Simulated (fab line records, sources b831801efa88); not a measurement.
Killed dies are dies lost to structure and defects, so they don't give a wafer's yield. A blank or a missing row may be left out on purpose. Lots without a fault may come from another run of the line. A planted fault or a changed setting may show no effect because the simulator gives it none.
A struck lot beside a sound one | flow sky130 | 18 steps out of a route of 708
Sound: wafers L601.1, L601.5, L601.6. Struck: wafer L607.2. (L607.5 of the same lot was not struck and is left out.) The cause comes at the end.
At each step with rows: each side's tool, then ch and its chambers, then its first start. Under that, the readings that differ: sound wafers | struck wafers | difference of the means | sigmas: that difference in standard deviations of wafers without a fault.
alike: readings whose means differ by less than 2 such deviations, and words and numbers that are the same on both sides. not compared: withheld readings, readings that some wafer has no value for, bounds like >300 that may hide the same value, and numbers for which the record gives no deviation and whose values overlap.
The two part at a step that has a row with sigmas, a row that says differs or no value, or rows on one side only. Numbers that don't overlap but have no deviation are shown without sigmas and don't part them. A reading that every wafer of one side lacks parts them only if that side has two wafers or more.

first, 2 steps without rows for these wafers: SKY_METAL2_CLEAN_23 (cleans in O3/DIW); SKY_VIA2_HDPCVD_00 (deposits SiO2, target thk 1180 nm, time 196.7 s).
SKY_VIA2_THK_MEAS_01:
  sound on film_metro-04, day 38 17:25; struck on film_metro-04, day 40 13:12
  alike: VIA2_HDPCVD_THK
SKY_VIA2_CMP_02: polishes SiO2.
  sound on cmp-01 ch 0,1, day 38 17:28; struck on cmp-02 ch 3, day 40 13:15
  alike: motor_current_A, slurry_flow_ml_min
SKY_VIA2_BOW_MEAS_03:
  sound on film_metro-04, day 38 17:46; struck on film_metro-04, day 40 13:34
  alike: VIA2_BOW
then, 7 steps without rows for these wafers: SKY_VIA2_DEHYDRATE_04 (time 60 s); SKY_VIA2_HMDS_05 (prime time 60 s); SKY_VIA2_COAT_06 (resist thk 60 nm); SKY_VIA2_COAT_07 (resist thk 450 nm); SKY_VIA2_SOFTBAKE_08 (time 90 s); SKY_VIA2_EXPOSE_09 (exposes mask VIM2, target cd 200 nm); SKY_VIA2_PEB_10.
SKY_VIA2_DEVELOP_11: develop time 60 s.
  sound on litho_track-01 ch 0, day 39 18:00; struck on litho_track-01 ch 0, day 41 13:00
  alike: developer_temp_C
SKY_VIA2_CD_MEAS_12: target cd 200 nm.
  sound on cd_sem-01, day 39 18:34; struck on cd_sem-01, day 41 13:50
  reading    | sound             | struck | difference | sigmas
  cd_nm (nm) | 202.2 202.6 201.2 | 195.4  | -6.6       | -5
SKY_VIA2_OVL_MEAS_13:
  sound on overlay-01, day 39 18:41; struck on overlay-01, day 41 13:57
  alike: VIA2_OVL
SKY_VIA2_ETCH_14: etches BARC in N2/H2, stops on SiO2, time 45.9 s, target depth 60 nm.
  sound on rie_diel-01 ch 0,1,2, day 39 18:44; struck on rie_diel-03 ch 3, day 41 13:59
  reading               | sound             | struck | difference | sigmas
  model.VIA2.cd_nm (nm) | 202.6 202.2 201.7 | 195.1  | -7.1       |
  alike: bias_w, drypump_motor_current_A, oes_product_au, throttle_valve_pct
  not compared: rf_hours_counter_h
SKY_VIA2_ETCH_15: etches SiO2 in C4F8/O2/Ar, stops on TiN, target depth 546 nm, time 84 s.
  sound on rie_diel-01 ch 0,1,2, day 39 18:46; struck on rie_diel-03 ch 3, day 41 14:01
  reading               | sound             | struck | difference | sigmas
  oes_product_au (a.u.) | 0.935 0.925 0.942 | 0.944  | +0.010     | +2
  model.VIA2.cd_nm (nm) | 203.4 199.2 201.6 | 196.6  | -4.8       |
  alike: bias_w
  not compared: rf_hours_counter_h
SKY_VIA2_STRIP_16: strips in O2/N2.
  sound on plasma_asher-03 ch 0,1, day 39 18:50; struck on plasma_asher-02 ch 0, day 41 14:05
  alike: drypump_motor_current_A, oes_product_au, strip_time_to_endpoint_s
  not compared: rf_hours_counter_h

WHERE THEY PART
First at SKY_VIA2_CD_MEAS_12; last, within this record, at SKY_VIA2_ETCH_15. Later steps at which nothing parts them and some readings are alike: SKY_VIA2_STRIP_16.

WHY: what the simulator had put in
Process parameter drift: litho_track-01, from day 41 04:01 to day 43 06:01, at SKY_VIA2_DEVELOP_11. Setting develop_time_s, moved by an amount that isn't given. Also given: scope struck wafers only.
